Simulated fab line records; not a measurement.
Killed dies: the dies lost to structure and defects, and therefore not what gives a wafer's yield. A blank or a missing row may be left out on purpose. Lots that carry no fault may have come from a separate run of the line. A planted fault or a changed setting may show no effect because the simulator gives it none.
Comparing a struck lot with a sound one	flow sky130	16 out of 708 route steps
Sound: wafers L529.2, L529.3, L529.6. Struck: wafer L543.3. (L543.1, L543.2 of the same lot were not struck and are left out.) The cause comes at the end.
At each step with rows: each side's tool, then ch and its chambers, then its first start. Under that, the readings that differ: sound wafers	struck wafers	difference of the means	sigmas: that difference in standard deviations of wafers without a fault.
alike: readings with means less than 2 such deviations apart, plus words and numbers identical on both sides. not compared: withheld readings, readings lacking a value on some wafer, bounds such as >300 that could conceal the same value, and numbers that have no deviation in the record and whose values overlap.
A row with sigmas, a row that says differs or no value, or rows on one side alone: a step with any of these is where the two part. When numbers do not overlap yet have no deviation, they are printed without sigmas and do not part them. Lack of a reading on every wafer of one side parts them only where that side has two or more wafers.

first, 2 steps without rows for these wafers: SKY_METAL4_PEB_11; SKY_METAL4_DEVELOP_12 (develop time 60 s).
SKY_METAL4_CD_MEAS_13: the cd target is 300 nm.
  sound: cd sem-01 at day 41 08:47; struck: cd sem-02 at day 45 15:04
  alike: cd nm
SKY_METAL4_OVL_MEAS_14:
  sound: overlay-01 at day 41 08:53; struck: overlay-02 at day 45 15:11
  alike: METAL4_OVL
then, 1 step without rows for these wafers: SKY_METAL4_DESCUM_15 (chemistry O2, time 8 s).
SKY_METAL4_ETCH_16: etches BARC in N2/H2, stops on SiO2, time 88.2 s, target depth 60 nm.
  sound on rie metal-01 ch 0,1, day 41 08:57; struck on rie metal-04 ch 0, day 45 15:15
  alike: bias w, drypump motor current A, n2 flow sccm, oes product au, throttle valve pct
  not compared: rf hours counter h
SKY_METAL4_ETCH_17: etches SiO2 in C4F8/O2/Ar, stops on TiN, time 3.9 s, target depth 15 nm.
  sound on rie diel-02 ch 2,3, day 41 09:03; struck on rie diel-01 ch 1, day 45 15:21
  alike: bias w, oes product au
  not compared: rf hours counter h
SKY_METAL4_METAL_ETCH_18: etches the open film in Cl2/BCl3, stops on SiO2, target depth 845 nm, time 183.1 s.
  sound on rie metal-03 ch 0,1, day 41 09:04; struck on rie metal-01 ch 1, day 45 15:22
  alike: bias w, drypump motor current A, mfc cl2 sccm, oes product au, throttle valve pct
  not compared: rf hours counter h
SKY_METAL4_STRIP_19: strips in O2/N2.
  sound on plasma asher-04 ch 0, day 41 09:15; struck on plasma asher-02 ch 0, day 45 15:33
  alike: drypump motor current A, n2 flow sccm, oes product au, strip time to endpoint s
  not compared: rf hours counter h
then, 3 steps without rows for these wafers: SKY_METAL4_STRIP_20 (strips in post etch residue remover, time 1200 s); SKY_METAL4_CLEAN_21 (cleans in IPA, time 180 s); SKY_METAL4_CLEAN_22 (cleans in O3/DIW).
SKY_VIA4_HDPCVD_00: deposits SiO2, target thk 1750 nm, time 291.7 s.
  sound on hdpcvd-02 ch 0,1, day 41 09:50; struck on hdpcvd-02 ch 0, day 45 16:08
reading	sound	struck	difference	sigmas
run length s (s)	319.5 319.3 320.2	387.3	+67.6	+99 or more
model.SiO2_of_VIA4_HDPCVD_00.thk nm (nm)	1763 1743 1758	2175	+420	
SKY_VIA4_THK_MEAS_01:
  sound: film metro-04 at day 41 10:02; struck: film metro-03 at day 45 16:19
reading	sound	struck	difference	sigmas
VIA4_HDPCVD_THK (nm)	1763 1743 1758	2176	+421	+23
SKY_VIA4_CMP_02: polishes SiO2.
  sound on cmp-01 ch 0,2, day 41 10:08; struck on cmp-02 ch 3, day 45 16:23
  alike: motor current A, platen rpm, slurry flow ml min
SKY_PAD_OPEN_PROBE_99:
  the record has rows for the sound wafers here (prober-02, day 45 10:10) and none for the struck ones

== WHERE THEY PART ==
First at SKY_VIA4_HDPCVD_00; last, within this record, at SKY_PAD_OPEN_PROBE_99.

WHY: what had been put in by the simulator
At SKY_VIA4_HDPCVD_00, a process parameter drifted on hdpcvd-02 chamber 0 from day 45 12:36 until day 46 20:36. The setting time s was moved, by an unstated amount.
